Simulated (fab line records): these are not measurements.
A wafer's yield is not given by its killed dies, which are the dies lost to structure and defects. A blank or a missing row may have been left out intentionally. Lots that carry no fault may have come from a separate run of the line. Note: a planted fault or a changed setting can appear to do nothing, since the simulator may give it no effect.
A struck lot beside a sound one	flow gf180mcu	15 steps out of a route of 602
Sound: these wafers, L130.4, L130.5, L130.6. The struck wafers were L133.1, L133.2, L133.4. At the end, the cause is stated.
At each step with rows: each side's tool, then ch and its chambers, then its first start. Under that, the readings that differ: sound wafers	struck wafers	difference of the means	sigmas: that difference in standard deviations of wafers without a fault.
alike: same words and numbers on both sides, and readings whose means sit less than 2 such deviations apart. not compared: any withheld reading, any reading some wafer has no value for, any bound like >300 that may hide the same value, and any number with overlapping values for which the record gives no deviation.
The two part at a step that has a row with sigmas, a row that says differs or no value, or rows on one side only. When numbers do not overlap yet have no deviation, they are printed without sigmas and do not part them. A reading missing from all wafers of one side parts the sides only when that side holds two or more wafers.

first, 6 steps without rows for these wafers: GF_DNWELL_COAT_02 (resist thk 3000 nm); GF_DNWELL_SOFTBAKE_03; GF_DNWELL_EXPOSE_04 (exposes mask DNWELL, target cd 1700 nm); GF_DNWELL_PEB_05; GF_DNWELL_DEVELOP_06 (develop time 60 s); GF_DNWELL_IMPLANT_07.
GF_DNWELL_STRIP_08: strips in O2/N2.
  sound on plasmaAsher-04 ch 0,1, day 4 23:32; struck on plasmaAsher-01 ch 0,1, day 5 11:43
  alike: drypumpMotorCurrentA, heaterPowerW, oesProductAu, stripTimeToEndpointS
  not compared: rfHoursCounterH
GF_DNWELL_TW_MEAS_09:
  sound: filmMetro-03 at day 4 23:37; struck: filmMetro-03 at day 5 11:49
  alike: DNWELL_TW
then, 4 steps without rows for these wafers: GF_NWELL_DEHYDRATE_00 (time 60 s); GF_NWELL_HMDS_01 (prime time 60 s); GF_NWELL_COAT_02 (resist thk 3000 nm); GF_NWELL_SOFTBAKE_03.
GF_NWELL_EXPOSE_04: exposes mask Nwell, target cd 860 nm.
  sound on ilineStepper-01 ch 0, day 5 07:05; struck on ilineStepper-01 ch 0, day 5 20:13
reading	sound	struck	difference	sigmas
mask	Nwell#0 Nwell#0 Nwell#0	Nwell_R1#0 Nwell_R1#0 Nwell_R1#0	differs	
then, 1 step without rows for these wafers: GF_NWELL_PEB_05.
-- the record jumps here: 27 days lie between the struck wafers' starts before and after (it left off in module NWELL and takes up again in module PASSIVATION, whose first step shown is number 602 of the route) --
GF_PASSIVATION_PROBE_99:
  sound: prober-01 at day 32 00:04; struck: prober-02 at day 32 18:49
reading	sound	struck	difference	sigmas
hold	- - -	awaitDispo/9.5h/scrap awaitDispo/9.5h/scrap awaitDispo/9.5h/scrap	no value on the sound wafers	
model.etest.pwellInDnwell.lineOhmUm	4192 4152 4620	4778 4866 4910	+530	
model.etest.ldpmos_10p0.rOnOhmUm	1.14e+04 1.132e+04 1.138e+04	1.158e+04 1.161e+04 1.164e+04	+2.433e+02	
model.etest.pwellInDnwell.widthNm (nm)	596 594.2 595.9	508.3 510.4 507.7	-86.6	
model.etest.nwell.widthNm (nm)	861.6 868.5 866.7	895.5 899.5 902.4	+33.5	
model.etest.ldpmos_10p0.driveUaUm	248.8 250.3 255.8	244.8 246.3 247.6	-5.4	

WHERE THEY PART
Earliest at GF_NWELL_EXPOSE_04; latest, in this record, at GF_PASSIVATION_PROBE_99.

WHY: the cause the simulator had injected
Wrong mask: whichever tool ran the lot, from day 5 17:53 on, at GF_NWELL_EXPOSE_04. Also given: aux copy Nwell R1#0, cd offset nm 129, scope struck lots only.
